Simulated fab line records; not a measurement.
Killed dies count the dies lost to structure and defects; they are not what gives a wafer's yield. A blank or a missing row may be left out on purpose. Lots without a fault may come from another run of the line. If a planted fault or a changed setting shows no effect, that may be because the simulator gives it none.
A struck lot beside a sound one    flow sky130    15 steps out of a route of 708
Sound: these wafers, L350.3, L350.5, L350.6. Wafers struck: L359.4, L359.5, L359.6. The cause is given at the end.
At each step with rows: each side's tool, then ch and its chambers, then its first start. Under that, the readings that differ: sound wafers    struck wafers    difference of the means    sigmas: that difference in standard deviations of wafers without a fault.
alike: readings whose means differ by less than 2 such deviations, and words and numbers that are the same on both sides. not compared: withheld readings, readings that some wafer has no value for, bounds like >300 that may hide the same value, and numbers for which the record gives no deviation and whose values overlap.
Wherever a step has rows on one side only, a row that says differs or no value, or a row with sigmas, the two part there. Non-overlapping numbers with no deviation appear without sigmas and do not part them. A reading missing from all wafers of one side parts the sides only when that side holds two or more wafers.

first, 9 steps without rows for these wafers: SKY_CAP2M_CLEAN_17 (cleans in O3/DIW); SKY_METAL4_DEHYDRATE_05 (time 60 s); SKY_METAL4_HMDS_06 (prime time 60 s); SKY_METAL4_COAT_07 (resist thk 60 nm); SKY_METAL4_COAT_08 (resist thk 1140 nm); SKY_METAL4_SOFTBAKE_09 (time 90 s); SKY_METAL4_EXPOSE_10 (exposes mask MM4, target cd 300 nm); SKY_METAL4_PEB_11; SKY_METAL4_DEVELOP_12 (develop time 60 s).
SKY_METAL4_CD_MEAS_13: target cd 300 nm.
  sound: cd_sem-01 at day 42 08:07; struck: cd_sem-02 at day 45 03:47
  alike: cd_nm
SKY_METAL4_OVL_MEAS_14:
  sound: overlay-02 at day 42 08:13; struck: overlay-01 at day 45 03:52
  alike: METAL4_OVL
SKY_METAL4_DESCUM_15: chemistry O2, time 8 s.
  sound on rie_metal-03 ch 0,1, day 42 08:14; struck on rie_metal-01 ch 0,1, day 45 03:53
  alike: drypump_motor_current_A, oes_product_au, rf_fwd_power_W
  not compared: rf_hours_counter_h
SKY_METAL4_ETCH_16: etches BARC in N2/H2, stops on SiO2, time 88.2 s, target depth 60 nm.
  sound on rie_metal-03 ch 0,1, day 42 08:17; struck on rie_metal-01 ch 0,1, day 45 03:57
reading                                        sound              struck             difference  sigmas
rf_fwd_power_W (W)                             495.4 497.1 495.2  575.9 575.2 574.9  +79.4       +40
model.KrF-thick_of_METAL4_COAT_08.thk_nm (nm)  1074 1076 1075     1069 1067 1072     -6          
  alike: drypump_motor_current_A, oes_product_au, throttle_valve_pct
  not compared: rf_hours_counter_h, model.SiO2_of_CAP2M_CVD_00.thk_nm
SKY_METAL4_ETCH_17: etches SiO2 in C4F8/O2/Ar, stops on TiN, time 3.9 s, target depth 15 nm.
  sound on rie_diel-01 ch 1,2,3, day 42 08:22; struck on rie_diel-02 ch 0,2,3, day 45 04:01
  alike: oes_product_au, rf_fwd_power_W
  not compared: rf_hours_counter_h
next, for these wafers, 1 step has no rows: SKY_PAD_OPEN_PROBE_99.

== WHERE THEY PART ==
Only at SKY_METAL4_ETCH_16, as far as this record shows. Later steps at which nothing parts them and some readings are alike: SKY_METAL4_ETCH_17.

WHY: what the simulator had put in
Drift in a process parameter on rie_metal-01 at SKY_METAL4_ETCH_16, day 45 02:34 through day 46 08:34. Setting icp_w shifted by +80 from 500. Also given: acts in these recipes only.
